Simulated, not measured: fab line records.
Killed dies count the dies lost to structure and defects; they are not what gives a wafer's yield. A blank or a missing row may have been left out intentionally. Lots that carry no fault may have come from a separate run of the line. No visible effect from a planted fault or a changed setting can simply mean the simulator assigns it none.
fab line records + flow sky130
record
- lots=9
- wafers=27
- last_day=50
route steps=708 shown CAP2M@603 VIA4@660 METAL5@663
lots with no fault: from the same line, run without faults
start_h: hours from the record's first day to the start of the lot's first wafer shown + wait_h: time in hours since the lot's previous step + " same as the row above + L1.1+2: one row covering several wafers at once + - no value, or no start given + * or withheld: withheld + < > ~ a bound
route shown NAME@n: NAME is a module with steps in the file, n the number in the route of the first one + usual: the fault-free wafers' mean and standard deviation + same: alike in all rows + chamber/n: place in a boat + sites: readings site by site + _std_site: standard deviation across them + _edge_site: outer sites' mean less inner sites' + radius_mm: for every site, how far away it sits from the centre of the wafer + mask NAME#n: copy n + behind: the last tool/chamber to shape the wafer + hold: what put the lot on hold/how long, in hours/how the hold closed + device: which transistor (n, p or np) failed to switch + end of line: the route-end tests of the same wafers + a step given without rows: its recipe and nothing more + killed: dies that structure and defects cost at the first sort, which is not the same as the wafer's yield + map: the dies of a wafer, with x for killed, . for not killed, _ for no die there
set.NAME: the setting the step ran with; set.NAME@STEP: the setting that earlier step ran with + model.NAME: the simulator's own value behind a step, which no gauge read
the route's steps for a sample of lots (tables are steps, rows are wafers)
services: a tool's chamber out of use, with start hour (start_h, from the record's first day; less than 0 if before it), hours out, and reason
## steps
# step SKY_CAP2M_CVD_00
# recipe
- material=SiO2
- target_thk_nm=15.5
- temp_c=400
- time_s=withheld
- rf_w=450
# usual
- heater_power_outer_w=421/63
- heater_power_w=705/98
- susceptor_temp_C=400.02/0.21
| lot.wafer | tool     | chamber | start_h | wait_h | heater_power_outer_w | heater_power_w | susceptor_temp_C |
|-----------|----------|---------|---------|--------|----------------------|----------------|------------------|
| L418.1    | pecvd-02 | 1       | 954.07  | 0.0    | 310                  | 532            | 399.94           |
| L418.3    | "        | 0       | "       | "      | 470                  | 810            | 399.65           |
| L418.4    | "        | 2       | "       | "      | 539                  | 958            | 400.25           |
| L420.3    | pecvd-02 | 1       | 965.51  | 0.0    | 265                  | 480            | 399.87           |
| L420.4    | "        | 2       | "       | "      | 544                  | 918            | 400.20           |
| L420.6    | "        | 0       | "       | "      | 433                  | 748            | 400.04           |
| L421.1    | pecvd-04 | 2       | 971.91  | 0.0    | 394                  | 699            | 399.89           |
| L421.3    | "        | 0       | "       | "      | 347                  | 626            | 399.93           |
| L421.6    | "        | 1       | "       | "      | 450                  | 672            | 400.19           |
| L422.3    | pecvd-01 | 2       | 984.59  | 0.0    | 373                  | 628            | 400.09           |
| L422.4    | "        | 0       | "       | "      | 398                  | 707            | 400.09           |
| L422.6    | "        | 2       | "       | "      | 370                  | 607            | 400.34           |
| L431.3    | pecvd-02 | 2       | 1042.83 | 0.0    | 560                  | 961            | 399.88           |
| L431.5    | "        | 0       | "       | "      | 383                  | 674            | 400.06           |
| L431.6    | "        | 1       | "       | "      | 347                  | 573            | 400.46           |
| L433.1    | pecvd-04 | 2       | 1053.17 | 0.0    | 387                  | 702            | 399.77           |
| L433.3    | "        | 0       | "       | "      | 326                  | 570            | 399.98           |
| L433.5    | "        | 2       | "       | "      | 392                  | 716            | 400.17           |
| L434.2    | pecvd-02 | 0       | 1055.97 | 0.0    | 473                  | 798            | 400.06           |
| L434.4    | "        | 2       | "       | "      | 522                  | 890            | 400.01           |
| L434.6    | "        | 1       | "       | "      | 335                  | 592            | 399.86           |
| L436.2    | pecvd-04 | 1       | 1068.53 | 0.0    | 479                  | 706            | 400.07           |
| L436.5    | "        | 0       | "       | "      | 428                  | 723            | 399.76           |
| L436.6    | "        | 1       | "       | "      | 486                  | 718            | 399.88           |
| L438.2    | pecvd-04 | 1       | 1095.46 | 0.0    | 461                  | 692            | 399.80           |
| L438.4    | "        | 2       | "       | "      | 437                  | 750            | 400.11           |
| L438.5    | "        | 1       | "       | "      | 457                  | 693            | 400.20           |
# step SKY_CAP2M_STRIP_14
# recipe
- chemistry=O2/N2
- power_w=1400
- pressure_mtorr=1500
- platen_temp_c=withheld
- o2_flow_sccm=3000
- n2_flow_sccm=300
- overash_fraction=0.5
# usual
- drypump_motor_current_A=5.9/0.39
- n2_flow_sccm=299.9/1.1
- oes_product_au=0.710/0.0043
- strip_time_to_endpoint_s=12.66/0.051
# same
- overash_fraction=0.5
| lot.wafer | tool            | chamber | start_h | wait_h | drypump_motor_current_A | n2_flow_sccm | oes_product_au | rf_hours_counter_h | strip_time_to_endpoint_s |
|-----------|-----------------|---------|---------|--------|-------------------------|--------------|----------------|--------------------|--------------------------|
| L418.1    | plasma_asher-03 | 0       | 977.87  | 0.1    | 5.7                     | 298.0        | 0.704          | 109                | 12.67                    |
| L418.3    | "               | 1       | "       | "      | 5.7                     | 300.3        | 0.708          | -                  | 12.67                    |
| L418.4    | "               | 0       | "       | "      | 5.7                     | 297.6        | 0.712          | -                  | 12.64                    |
| L420.3    | plasma_asher-03 | 1       | 988.91  | 0.1    | 5.7                     | 299.4        | 0.717          | -                  | 12.67                    |
| L420.4    | "               | 0       | "       | "      | 5.7                     | 300.2        | 0.706          | -                  | 12.60                    |
| L420.6    | "               | 1       | "       | "      | 5.7                     | 299.8        | 0.714          | -                  | 12.58                    |
| L421.1    | plasma_asher-02 | 0       | 994.39  | 0.1    | 5.2                     | 299.9        | 0.707          | 28                 | 12.60                    |
| L421.3    | "               | 0       | "       | "      | 5.2                     | 297.6        | 0.709          | -                  | 12.59                    |
| L421.6    | "               | 0       | "       | "      | 5.2                     | 300.0        | 0.707          | -                  | 12.62                    |
| L422.3    | plasma_asher-02 | 0       | 1008.17 | 0.1    | 5.2                     | 299.9        | 0.712          | -                  | 12.71                    |
| L422.4    | "               | 1       | "       | "      | 6.1                     | 301.1        | 0.706          | -                  | 12.63                    |
| L422.6    | "               | 1       | "       | "      | 6.1                     | 298.7        | 0.709          | -                  | 12.66                    |
| L431.3    | plasma_asher-01 | 1       | 1064.27 | 0.1    | 6.0                     | 301.1        | 0.710          | -                  | 12.66                    |
| L431.5    | "               | 0       | "       | "      | 6.5                     | 300.2        | 0.705          | -                  | 12.73                    |
| L431.6    | "               | 1       | "       | "      | 6.0                     | 300.8        | 0.702          | -                  | 12.66                    |
| L433.1    | plasma_asher-03 | 1       | 1073.99 | 0.1    | 5.7                     | 300.6        | 0.714          | 1                  | 12.73                    |
| L433.3    | "               | 1       | "       | "      | 5.7                     | 301.1        | 0.714          | -                  | 12.67                    |
| L433.5    | "               | 0       | "       | "      | 5.6                     | 298.9        | 0.718          | -                  | 12.66                    |
| L434.2    | plasma_asher-03 | 0       | 1077.94 | 0.1    | 5.7                     | 298.7        | 0.715          | 1                  | 12.62                    |
| L434.4    | "               | 0       | "       | "      | 5.7                     | 296.1        | 0.712          | -                  | 12.68                    |
| L434.6    | "               | 1       | "       | "      | 5.6                     | 300.5        | 0.709          | -                  | 12.64                    |
| L436.2    | plasma_asher-03 | 1       | 1089.07 | 0.1    | 5.7                     | 300.0        | 0.712          | 2                  | 12.66                    |
| L436.5    | "               | 0       | "       | "      | 5.7                     | 300.7        | 0.710          | -                  | 12.66                    |
| L436.6    | "               | 1       | "       | "      | 5.7                     | 300.9        | 0.713          | -                  | 12.66                    |
| L438.2    | plasma_asher-02 | 0       | 1115.01 | 0.1    | 5.2                     | 299.8        | 0.712          | 39                 | 12.80                    |
| L438.4    | "               | 0       | "       | "      | 5.2                     | 299.8        | 0.709          | -                  | 12.80                    |
| L438.5    | "               | 1       | "       | "      | 6.1                     | 301.0        | 0.708          | -                  | 12.82                    |
# step SKY_VIA4_CMP_21
# recipe
- stop_on=SiO2
- t_overpolish_s=25
- down_force_psi=3.5
- platen_rpm=60
- target_thk_nm=0
- pad_velocity_m_s=0.94248
# usual
- motor_current_A=10.9/0.96
- overpolish_run_s=24.999/0.0078
- retaining_ring_pressure_frac=1.000/0.0049
- slurry_filter_dp_kPa=13.50/0.14
- time_to_endpoint_s=122/3.4
| lot.wafer | tool   | chamber | start_h | wait_h | motor_current_A | overpolish_run_s | retaining_ring_pressure_frac | slurry_filter_dp_kPa | time_to_endpoint_s |
|-----------|--------|---------|---------|--------|-----------------|------------------|------------------------------|----------------------|--------------------|
| L418.3    | cmp-02 | 3       | 1026.70 | 0.4    | 9.6             | 25.003           | 0.985                        | 13.67                | 125                |
| L418.4    | "      | 0       | "       | "      | 11.4            | 25.012           | 1.002                        | 13.61                | 125                |
| L418.1    | "      | 1       | "       | "      | 12.3            | 24.994           | 0.994                        | 13.50                | 124                |
| L420.4    | cmp-02 | 1       | 1036.50 | 0.1    | 11.5            | 25.011           | 1.002                        | 13.61                | 123                |
| L420.3    | "      | 2       | "       | "      | 11.7            | 24.996           | 0.997                        | 13.41                | 121                |
| L420.6    | "      | 0       | "       | "      | 11.5            | 24.990           | 0.998                        | 13.64                | 121                |
| L421.3    | cmp-02 | 2       | 1042.42 | 0.1    | 11.1            | 24.999           | 0.995                        | 13.49                | 116                |
| L421.1    | "      | 1       | "       | "      | 12.2            | 24.994           | 1.002                        | 13.66                | 121                |
| L421.6    | "      | 2       | "       | "      | 11.2            | 24.990           | 0.992                        | 13.58                | 116                |
| L422.3    | cmp-02 | 0       | 1057.15 | 0.0    | 11.6            | 24.993           | 1.000                        | 13.55                | 122                |
| L422.4    | "      | 3       | "       | "      | 9.4             | 24.993           | 0.995                        | 13.64                | 121                |
| L422.6    | "      | 0       | "       | "      | 11.7            | 25.000           | 0.996                        | 13.57                | 122                |
| L431.3    | cmp-02 | 2       | 1108.67 | 0.2    | 11.3            | 25.002           | 0.994                        | 13.56                | 121                |
| L431.5    | "      | 2       | "       | "      | 11.1            | 24.991           | 1.001                        | 13.39                | 121                |
| L431.6    | "      | 3       | "       | "      | 9.1             | 24.986           | 0.994                        | 13.65                | 124                |
| L433.3    | cmp-02 | 0       | 1117.07 | 0.0    | 11.5            | 24.997           | 0.993                        | 13.60                | 123                |
| L433.1    | "      | 1       | "       | "      | 11.6            | 24.982           | 1.008                        | 13.38                | 122                |
| L433.5    | "      | 0       | "       | "      | 12.2            | 24.998           | 0.992                        | 13.54                | 120                |
| L434.2    | cmp-01 | 3       | 1120.92 | 0.0    | 10.7            | 24.995           | 1.002                        | 13.56                | 125                |
| L434.4    | "      | 0       | "       | "      | 10.7            | 25.008           | 0.995                        | 13.31                | 127                |
| L434.6    | "      | 3       | "       | "      | 10.8            | 25.014           | 1.003                        | 13.33                | 122                |
| L436.2    | cmp-01 | 1       | 1131.34 | 0.2    | 11.3            | 25.001           | 1.003                        | 13.41                | 123                |
| L436.5    | "      | 2       | "       | "      | 10.7            | 25.001           | 1.004                        | 13.48                | 125                |
| L436.6    | "      | 3       | "       | "      | 11.0            | 25.012           | 1.002                        | 13.41                | 124                |
| L438.4    | cmp-02 | 2       | 1155.64 | 0.1    | 11.6            | 24.986           | 1.003                        | 13.42                | 125                |
| L438.2    | "      | 0       | "       | "      | 11.6            | 25.000           | 1.001                        | 13.35                | 127                |
| L438.5    | "      | 1       | "       | "      | 11.9            | 25.008           | 1.007                        | 13.70                | 131                |
# step SKY_METAL5_SPUTTER_02
# recipe
- material=AlCu
- target_thk_nm=1150
- power_w=10600
- time_s=61.2
- chamber_pressure_pa=0.4
# usual
- cathode_dc_power_W=10600/2
- throttle_valve_pct=30.3/0.91
| lot.wafer | tool           | chamber | start_h | wait_h | cathode_dc_power_W | throttle_valve_pct |
|-----------|----------------|---------|---------|--------|--------------------|--------------------|
| L418.1    | pvd_sputter-04 | -       | 1027.05 | 0.0    | 10598              | 30.8               |
| L418.3    | "              | -       | "       | "      | 10599              | 30.7               |
| L418.4    | "              | -       | "       | "      | 10601              | 30.8               |
| L420.3    | pvd_sputter-04 | -       | 1036.75 | 0.0    | 10596              | 30.5               |
| L420.4    | "              | -       | "       | "      | 10601              | 30.7               |
| L420.6    | "              | -       | "       | "      | 10601              | 28.9               |
| L421.1    | pvd_sputter-04 | -       | 1042.76 | 0.0    | 9021.0             | 30.8               |
| L421.3    | "              | -       | "       | "      | 10603              | 28.7               |
| L421.6    | "              | -       | "       | "      | 10600              | 28.7               |
| L422.3    | pvd_sputter-04 | -       | 1057.49 | 0.0    | 10606              | 30.9               |
| L422.4    | "              | -       | "       | "      | 10602              | 31.0               |
| L422.6    | "              | -       | "       | "      | 9021.5             | 30.6               |
| L431.3    | pvd_sputter-02 | -       | 1109.04 | 0.0    | 10597              | 30.9               |
| L431.5    | "              | -       | "       | "      | 10601              | 30.7               |
| L431.6    | "              | -       | "       | "      | 10602              | 30.7               |
| L433.1    | pvd_sputter-04 | -       | 1117.42 | 0.0    | 10602              | 31.2               |
| L433.3    | "              | -       | "       | "      | 10599              | 31.0               |
| L433.5    | "              | -       | "       | "      | 10599              | 30.5               |
| L434.2    | pvd_sputter-04 | -       | 1121.26 | 0.0    | 10597              | 28.9               |
| L434.4    | "              | -       | "       | "      | 10599              | 30.7               |
| L434.6    | "              | -       | "       | "      | 10600              | 30.7               |
| L436.2    | pvd_sputter-03 | -       | 1131.54 | 0.0    | 10599              | 29.2               |
| L436.5    | "              | -       | "       | "      | 10600              | 32.2               |
| L436.6    | "              | -       | "       | "      | 10602              | 30.7               |
| L438.2    | pvd_sputter-04 | -       | 1155.94 | 0.0    | 10600              | 30.7               |
| L438.4    | "              | -       | "       | "      | 10599              | 28.9               |
| L438.5    | "              | -       | "       | "      | 10599              | 31.0               |
# step SKY_METAL5_RS_MEAS_05
# recipe
- thk_meas_gauge=four-point-probe
- reads=TiN_of_METAL5_SPUTTER_04+Ti_of_METAL5_SPUTTER_03+AlCu_of_METAL5_SPUTTER_02+TiN_of_METAL5_SPUTTER_01+Ti_of_METAL5_SPUTTER_00
# usual
- METAL5_ALCU_RS=0.02705/0.00025
| lot.wafer | tool          | chamber | start_h | wait_h | METAL5_ALCU_RS[ohm/sq] |
|-----------|---------------|---------|---------|--------|------------------------|
| L418.1    | film_metro-04 | -       | 1027.17 | 0.0    | 0.02752                |
| L418.3    | "             | -       | "       | "      | 0.0274                 |
| L418.4    | "             | -       | "       | "      | 0.0272                 |
| L420.3    | film_metro-01 | -       | 1036.90 | 0.1    | 0.02675                |
| L420.4    | "             | -       | "       | "      | 0.02686                |
| L420.6    | "             | -       | "       | "      | 0.02704                |
| L421.1    | film_metro-02 | -       | 1042.88 | 0.0    | 0.03153                |
| L421.3    | "             | -       | "       | "      | 0.02697                |
| L421.6    | "             | -       | "       | "      | 0.02687                |
| L422.3    | film_metro-02 | -       | 1057.65 | 0.1    | 0.02684                |
| L422.4    | "             | -       | "       | "      | 0.02675                |
| L422.6    | "             | -       | "       | "      | 0.03156                |
| L431.3    | film_metro-02 | -       | 1109.20 | 0.1    | 0.02724                |
| L431.5    | "             | -       | "       | "      | 0.02709                |
| L431.6    | "             | -       | "       | "      | 0.02756                |
| L433.1    | film_metro-02 | -       | 1117.54 | 0.0    | 0.02692                |
| L433.3    | "             | -       | "       | "      | 0.02715                |
| L433.5    | "             | -       | "       | "      | 0.02732                |
| L434.2    | film_metro-01 | -       | 1121.40 | 0.0    | 0.02723                |
| L434.4    | "             | -       | "       | "      | 0.02717                |
| L434.6    | "             | -       | "       | "      | 0.02707                |
| L436.2    | film_metro-04 | -       | 1131.67 | 0.0    | 0.02688                |
| L436.5    | "             | -       | "       | "      | 0.02695                |
| L436.6    | "             | -       | "       | "      | 0.02697                |
| L438.2    | film_metro-02 | -       | 1156.07 | 0.0    | 0.02671                |
| L438.4    | "             | -       | "       | "      | 0.02669                |
| L438.5    | "             | -       | "       | "      | 0.02676                |
# step SKY_METAL5_THK_MEAS_06
# recipe
- thk_meas_gauge=xrf
- reads=AlCu_of_METAL5_SPUTTER_02
# usual
- METAL5_ALCU_THK=1148/16
| lot.wafer | tool          | chamber | start_h | wait_h | METAL5_ALCU_THK[nm] |
|-----------|---------------|---------|---------|--------|---------------------|
| L418.1    | film_metro-04 | -       | 1027.29 | 0.1    | 1150                |
| L418.3    | "             | -       | "       | "      | 1154                |
| L418.4    | "             | -       | "       | "      | 1159                |
| L420.3    | film_metro-01 | -       | 1037.00 | 0.1    | 1170                |
| L420.4    | "             | -       | "       | "      | 1160                |
| L420.6    | "             | -       | "       | "      | 1156                |
| L421.1    | film_metro-02 | -       | 1043.00 | 0.1    | 978                 |
| L421.3    | "             | -       | "       | "      | 1136                |
| L421.6    | "             | -       | "       | "      | 1142                |
| L422.3    | film_metro-02 | -       | 1057.75 | 0.1    | 1138                |
| L422.4    | "             | -       | "       | "      | 1143                |
| L422.6    | "             | -       | "       | "      | 970                 |
| L431.3    | film_metro-02 | -       | 1109.30 | 0.1    | 1121                |
| L431.5    | "             | -       | "       | "      | 1129                |
| L431.6    | "             | -       | "       | "      | 1116                |
| L433.1    | film_metro-02 | -       | 1117.66 | 0.1    | 1141                |
| L433.3    | "             | -       | "       | "      | 1125                |
| L433.5    | "             | -       | "       | "      | 1122                |
| L434.2    | film_metro-01 | -       | 1121.51 | 0.1    | 1136                |
| L434.4    | "             | -       | "       | "      | 1142                |
| L434.6    | "             | -       | "       | "      | 1146                |
| L436.2    | film_metro-04 | -       | 1131.78 | 0.1    | 1168                |
| L436.5    | "             | -       | "       | "      | 1165                |
| L436.6    | "             | -       | "       | "      | 1156                |
| L438.2    | film_metro-02 | -       | 1156.18 | 0.1    | 1149                |
| L438.4    | "             | -       | "       | "      | 1138                |
| L438.5    | "             | -       | "       | "      | 1142                |
# step SKY_METAL5_METAL_ETCH_15
# recipe
- target_depth_a=12600
- stop_on=SiO2
- over_etch_frac=0.2
- time_s=252
- chemistry=Cl2/BCl3
- resist_sidewall_deg=86
- pressure_mtorr=10
- icp_w=900
- bias_w=48.5
- Cl2_flow_sccm=60
- bcl3_flow_sccm=30
# usual
- bcl3_flow_sccm=30.00/0.08
- drypump_motor_current_A=5.7/0.56
- oes_product_au=0.894/0.0053
- throttle_valve_pct=22.263/0.0098
| lot.wafer | tool         | chamber | start_h | wait_h | bcl3_flow_sccm | drypump_motor_current_A | oes_product_au | rf_hours_counter_h | throttle_valve_pct |
|-----------|--------------|---------|---------|--------|----------------|-------------------------|----------------|--------------------|--------------------|
| L418.1    | rie_metal-01 | 1       | 1048.78 | 0.0    | 30.08          | 6.4                     | 0.899          | 18                 | 22.275             |
| L418.3    | "            | 0       | "       | "      | 30.02          | 6.4                     | 0.903          | -                  | 22.276             |
| L418.4    | "            | 1       | "       | "      | 29.94          | 6.4                     | 0.898          | -                  | 22.274             |
| L420.3    | rie_metal-01 | 1       | 1058.18 | 0.1    | 30.02          | 6.4                     | 0.896          | -                  | 22.239             |
| L420.4    | "            | 0       | "       | "      | 30.05          | 6.4                     | 0.893          | -                  | 22.268             |
| L420.6    | "            | 1       | "       | "      | 30.02          | 6.4                     | 0.891          | -                  | 22.276             |
| L421.1    | rie_metal-04 | 1       | 1064.14 | 0.0    | 29.83          | 5.5                     | 0.830          | 18                 | 22.258             |
| L421.3    | "            | 1       | "       | "      | 29.79          | 5.5                     | 0.885          | -                  | 22.277             |
| L421.6    | "            | 0       | "       | "      | 30.08          | 6.0                     | 0.896          | -                  | 22.259             |
| L422.3    | rie_metal-04 | 0       | 1078.83 | 0.1    | 30.06          | 5.9                     | 0.884          | -                  | 22.240             |
| L422.4    | "            | 1       | "       | "      | 30.03          | 5.5                     | 0.891          | -                  | 22.262             |
| L422.6    | "            | 0       | "       | "      | 30.05          | 6.0                     | 0.834          | -                  | 22.256             |
| L431.3    | rie_metal-04 | 1       | 1129.04 | 0.1    | 29.96          | 5.5                     | 0.883          | -                  | 22.257             |
| L431.5    | "            | 1       | "       | "      | 30.06          | 5.5                     | 0.892          | -                  | 22.240             |
| L431.6    | "            | 0       | "       | "      | 30.08          | 5.9                     | 0.887          | -                  | 22.262             |
| L433.1    | rie_metal-01 | 0       | 1136.80 | 0.0    | 29.88          | 6.4                     | 0.894          | 3                  | 22.264             |
| L433.3    | "            | 0       | "       | "      | 29.99          | 6.4                     | 0.893          | -                  | 22.277             |
| L433.5    | "            | 0       | "       | "      | 29.84          | 6.4                     | 0.911          | -                  | 22.263             |
| L434.2    | rie_metal-01 | 1       | 1139.96 | 0.0    | 29.92          | 6.4                     | 0.893          | 27                 | 22.268             |
| L434.4    | "            | 0       | "       | "      | 29.97          | 6.4                     | 0.895          | -                  | 22.263             |
| L434.6    | "            | 0       | "       | "      | 30.00          | 6.4                     | 0.900          | -                  | 22.278             |
| L436.2    | rie_metal-04 | 0       | 1150.35 | 0.0    | 29.94          | 5.9                     | 0.889          | 26                 | 22.237             |
| L436.5    | "            | 1       | "       | "      | 29.85          | 5.4                     | 0.891          | -                  | 22.251             |
| L436.6    | "            | 0       | "       | "      | 30.03          | 6.0                     | 0.894          | -                  | 22.263             |
| L438.2    | rie_metal-02 | 1       | 1173.42 | 0.1    | 30.15          | 5.0                     | 0.894          | -                  | 22.266             |
| L438.4    | "            | 1       | "       | "      | 30.06          | 5.0                     | 0.893          | -                  | 22.257             |
| L438.5    | "            | 1       | "       | "      | 30.06          | 5.0                     | 0.889          | -                  | 22.264             |
## services
| tool            | chamber | start_h | hours | kind   |
|-----------------|---------|---------|-------|--------|
| pecvd-02        | -       | 930.70  | 2.8   | repair |
| pvd_sputter-04  | -       | 937.41  | 8.7   | repair |
| pvd_sputter-04  | -       | 964.66  | 21.3  | repair |
| rie_metal-04    | -       | 966.03  | 0.4   | repair |
| cmp-02          | -       | 973.11  | 12.0  | pm     |
| pecvd-02        | 0       | 981.69  | 6.7   | repair |
| cmp-01          | -       | 984.86  | 1.3   | repair |
| pecvd-02        | 1       | 1001.57 | 9.3   | repair |
| pecvd-02        | 2       | 1006.95 | 10.2  | repair |
| cmp-01          | -       | 1021.88 | 10.0  | pm     |
| pecvd-02        | -       | 1025.83 | 6.0   | pm     |
| cmp-01          | -       | 1031.91 | 7.1   | pm     |
| cmp-01          | -       | 1039.96 | 1.6   | repair |
| plasma_asher-03 | -       | 1055.25 | 9.0   | pm     |
| cmp-01          | -       | 1064.15 | 0.2   | repair |
| pvd_sputter-04  | -       | 1070.64 | 1.6   | repair |
| cmp-02          | -       | 1073.92 | 0.3   | repair |
| plasma_asher-02 | -       | 1075.28 | 0.8   | repair |
| rie_metal-01    | -       | 1109.55 | 0.8   | repair |
| pecvd-04        | -       | 1120.80 | 1.7   | repair |
| plasma_asher-02 | -       | 1127.48 | 2.8   | pm     |
| pecvd-04        | -       | 1134.49 | 0.7   | repair |
| cmp-02          | -       | 1162.82 | 3.0   | repair |
| pecvd-04        | -       | 1163.01 | 1.1   | repair |
## key
first_sign
- step=SKY_METAL5_SPUTTER_02
- reading=cathode_dc_power_W
- direction=down
- sigmas=99+
- usual=10600
- struck=9021.3
effect
- step=SKY_METAL5_RS_MEAS_05
- reading=METAL5_ALCU_RS
- direction=up
- sigmas=18
- usual=0.02705
- struck=0.03154
effect
- step=SKY_METAL5_THK_MEAS_06
- reading=METAL5_ALCU_THK
- direction=down
- sigmas=11
- usual=1148
- struck=974
effect
- step=SKY_METAL5_METAL_ETCH_15
- reading=oes_product_au
- direction=down
- sigmas=12
- usual=0.894
- struck=0.832
met_at SKY_METAL5_SPUTTER_02
struck_lots L421,L422
struck_wafers L421.1,L422.6
not_acting_at SKY_CAP2M_CVD_00,SKY_CAP2M_STRIP_14,SKY_VIA4_CMP_21
onset_between 1036.75 1042.76
fault
- kind=process_parameter_drift
- tool=pvd_sputter-04
- chamber=-
- onset_h=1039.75
- steps=SKY_METAL5_SPUTTER_02
- channel=power_w
- offset=*
- shape=step
- end_h=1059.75
- acts_in=*
- stated=*
- scope=struck_wafers_only
